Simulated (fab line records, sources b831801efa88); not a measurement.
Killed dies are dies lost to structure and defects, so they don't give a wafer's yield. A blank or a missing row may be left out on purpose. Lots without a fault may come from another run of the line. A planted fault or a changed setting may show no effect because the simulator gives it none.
Which tool did it? | flow gf180mcu | 14 lots, 42 wafers sampled, at 3 steps of a route of 602

WHAT THE GAUGES READ, wafer by wafer
GF_V5_THK_MEAS_03.
lot  | measured     | on            | V5_CVD_02_THK (nm)
L241 | day 26 10:47 | film_metro-03 | 1416 1437 1465
L243 | day 27 07:01 | film_metro-01 | 1432 1475 1454
L244 | day 27 12:41 | film_metro-03 | 1421 1448 1447
L249 | day 29 01:56 | film_metro-01 | 1438 1443 1466
L251 | day 29 13:31 | film_metro-04 | 1424 1428 1460
L252 | day 29 20:16 | film_metro-03 | 1420 1414 1436
L253 | day 30 03:24 | film_metro-03 | 1427 1451 1468
L257 | day 31 04:38 | film_metro-01 | 1426 1404 1447
L258 | day 31 09:17 | film_metro-04 | 1413 1443 1455
L259 | day 31 17:17 | film_metro-03 | 1417 1442 1475
L261 | day 32 01:49 | film_metro-03 | 1444 1433 1451
L262 | day 32 10:15 | film_metro-04 | 1448 1433 1466
L263 | day 32 17:07 | film_metro-01 | 1447 1437 1466
L264 | day 32 22:34 | film_metro-03 | 1434 1427 1446

GF_V5_BOW_MEAS_05.
lot  | measured     | on            | V5_BOW (um)
L241 | day 26 11:09 | film_metro-03 | 141 136 130
L243 | day 27 07:25 | film_metro-03 | 137 132 133
L244 | day 27 13:03 | film_metro-03 | 123 145 131
L249 | day 29 02:19 | film_metro-04 | 136 132 141
L251 | day 29 13:59 | film_metro-04 | 137 142 149
L252 | day 29 20:38 | film_metro-01 | 139 158 148
L253 | day 30 03:46 | film_metro-01 | 131 138 125
L257 | day 31 05:00 | film_metro-04 | 134 140 139
L258 | day 31 09:38 | film_metro-01 | 138 121 132
L259 | day 31 17:38 | film_metro-03 | 116 131 132
L261 | day 32 02:25 | film_metro-04 | 133 137 136
L262 | day 32 11:02 | film_metro-04 | 149 135 140
L263 | day 32 17:30 | film_metro-03 | 125 122 129
L264 | day 32 23:28 | film_metro-03 | 154 144 159

GF_TOP_METAL_RS_MEAS_05: measures by four-point-probe.
lot  | measured     | on            | TOP_METAL_ALCU_RS (ohm/sq)
L241 | day 27 08:58 | film_metro-03 | 0.0319 0.0320 0.0319
L243 | day 28 04:53 | film_metro-03 | 0.0323 0.0327 0.0325
L244 | day 28 10:34 | film_metro-03 | 0.0331 0.0326 0.0330
L249 | day 29 23:23 | film_metro-03 | 0.0331 0.0324 0.0328
L251 | day 30 10:20 | film_metro-02 | 0.0326 0.0328 0.0330
L252 | day 30 17:07 | film_metro-03 | 0.0332 0.0326 0.0328
L253 | day 30 23:34 | film_metro-03 | 0.0324 0.0328 0.0322
L257 | day 32 01:44 | film_metro-04 | 0.0337 0.0332 0.0330
L258 | day 32 04:25 | film_metro-02 | 0.0323 0.0330 0.0325
L259 | day 32 11:50 | film_metro-03 | 0.0327 0.0330 0.0328
L261 | day 32 19:40 | film_metro-03 | 0.0327 0.0326 0.0327
L262 | day 33 04:26 | film_metro-04 | 0.0331 0.0324 0.0327
L263 | day 33 10:40 | film_metro-02 | 0.0329 0.0329 0.0331
L264 | day 33 16:36 | film_metro-02 | 0.0332 0.0336 0.0331

WHICH TOOL RAN EACH LOT (tool, then ch and the chambers of the sampled wafers, then the start)
The record holds no process step before these readings.

WHAT THE TOOLS THEMSELVES READ (means of the sampled wafers that have a number; where no wafer has one, the mark that the record gives instead)
The record holds no such reading with a usual standard deviation.

THE ANSWER, worked out from the rows above alone
Rule: what is usual is taken from the lots themselves. Put in order of their means at a reading, lots are off if they are a third of the lots or fewer, leave a main group of 4 or more, and stand apart from it by a gap of 3 or more times the standard deviation of the main group's means; of several such gaps the widest counts. A main group whose means are all the same, to the digits that the tables above print for the reading, isn't used. A lot without any number at a reading at which 4 lots or more have one is off too. The other lots that the step has rows for count as sound. The gauges are gone through in route order, then the tools' own readings, and for those a lot's mean is taken as printed above. The first step at which some lot is off is used, and at that step the reading that is off furthest; a lot without a number counts as furthest.
No lot is off at any reading shown: from this, nothing can be told.

WHAT THE SIMULATOR HAD PUT IN
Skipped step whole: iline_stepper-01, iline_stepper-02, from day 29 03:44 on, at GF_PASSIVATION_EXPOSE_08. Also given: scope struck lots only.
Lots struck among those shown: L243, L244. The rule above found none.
